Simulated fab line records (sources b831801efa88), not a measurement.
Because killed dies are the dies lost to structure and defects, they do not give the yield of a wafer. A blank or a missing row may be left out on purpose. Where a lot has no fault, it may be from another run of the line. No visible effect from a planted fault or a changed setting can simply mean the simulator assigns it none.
Matching of chambers / flow sky130 / 4 sister chambers for SKY_VIA2_CMP_02 on cmp-01
The step polishes SiO2. 8 wafers are shown with their chamber, then 10 later ones without.

## WAFERS PAIRED WITH THEIR CHAMBERS
wafer=L082.2; chamber=3; motor current A (A)=12.2; head pressure psi (psi)=4.018
wafer=L082.4; chamber=2; motor current A (A)=11.8; head pressure psi (psi)=3.995
wafer=L081.4; chamber=2; motor current A (A)=11.3; head pressure psi (psi)=3.998
wafer=L083.3; chamber=3; motor current A (A)=12.2; head pressure psi (psi)=3.992
wafer=L083.4; chamber=1; motor current A (A)=14.7; head pressure psi (psi)=4.011
wafer=L083.6; chamber=0; motor current A (A)=10.7; head pressure psi (psi)=4.000
wafer=L086.2; chamber=1; motor current A (A)=13.8; head pressure psi (psi)=3.996
wafer=L086.3; chamber=0; motor current A (A)=11.0; head pressure psi (psi)=4.010

## WAFERS WITHOUT THEIR CHAMBER
wafer=L086.5; motor current A (A)=11.4; head pressure psi (psi)=4.014
wafer=L091.3; motor current A (A)=10.9; head pressure psi (psi)=4.007
wafer=L091.5; motor current A (A)=11.5; head pressure psi (psi)=3.999
wafer=L091.6; motor current A (A)=12.4; head pressure psi (psi)=4.003
wafer=L090.1; motor current A (A)=12.2; head pressure psi (psi)=3.991
wafer=L090.3; motor current A (A)=14.2; head pressure psi (psi)=3.991
wafer=L090.6; motor current A (A)=12.2; head pressure psi (psi)=4.001
wafer=L092.2; motor current A (A)=12.1; head pressure psi (psi)=4.014
wafer=L092.3; motor current A (A)=10.4; head pressure psi (psi)=4.019
wafer=L092.6; motor current A (A)=14.4; head pressure psi (psi)=4.016

## THE CHAMBER EACH PASSED THROUGH
wafer=L086.5; from the rows above=can't be placed: 2 or 0 or 3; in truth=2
wafer=L091.3; from the rows above=can't be placed: 0 or 2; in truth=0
wafer=L091.5; from the rows above=can't be placed: 2 or 0 or 3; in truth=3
wafer=L091.6; from the rows above=can't be placed: 3 or 2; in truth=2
wafer=L090.1; from the rows above=can't be placed: 3 or 2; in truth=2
wafer=L090.3; from the rows above=1; in truth=1
wafer=L090.6; from the rows above=can't be placed: 3 or 2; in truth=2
wafer=L092.2; from the rows above=can't be placed: 3 or 2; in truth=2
wafer=L092.3; from the rows above=can't be placed: 0 or 2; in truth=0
wafer=L092.6; from the rows above=1; in truth=1
Correct placement for 2 of the 10. Unplaceable from these rows: 8, with the true chamber sitting among the candidates in 8. Placed wrongly: 0.
How it was worked out, from the rows above alone: a wafer's distance from a chamber is the root of the sum, over the readings, of the square of ((its reading less the chamber's mean) divided by the reading's scatter). If the next closest chamber is less than 2 further off than the closest, the wafer can't be placed; otherwise it belongs to the closest. For every chamber, the mean is computed from those of its wafers that are shown. The scatter: the root of (the sum of the squares of (reading less its chamber's mean) over the shown wafers, divided by (wafers less chambers)).
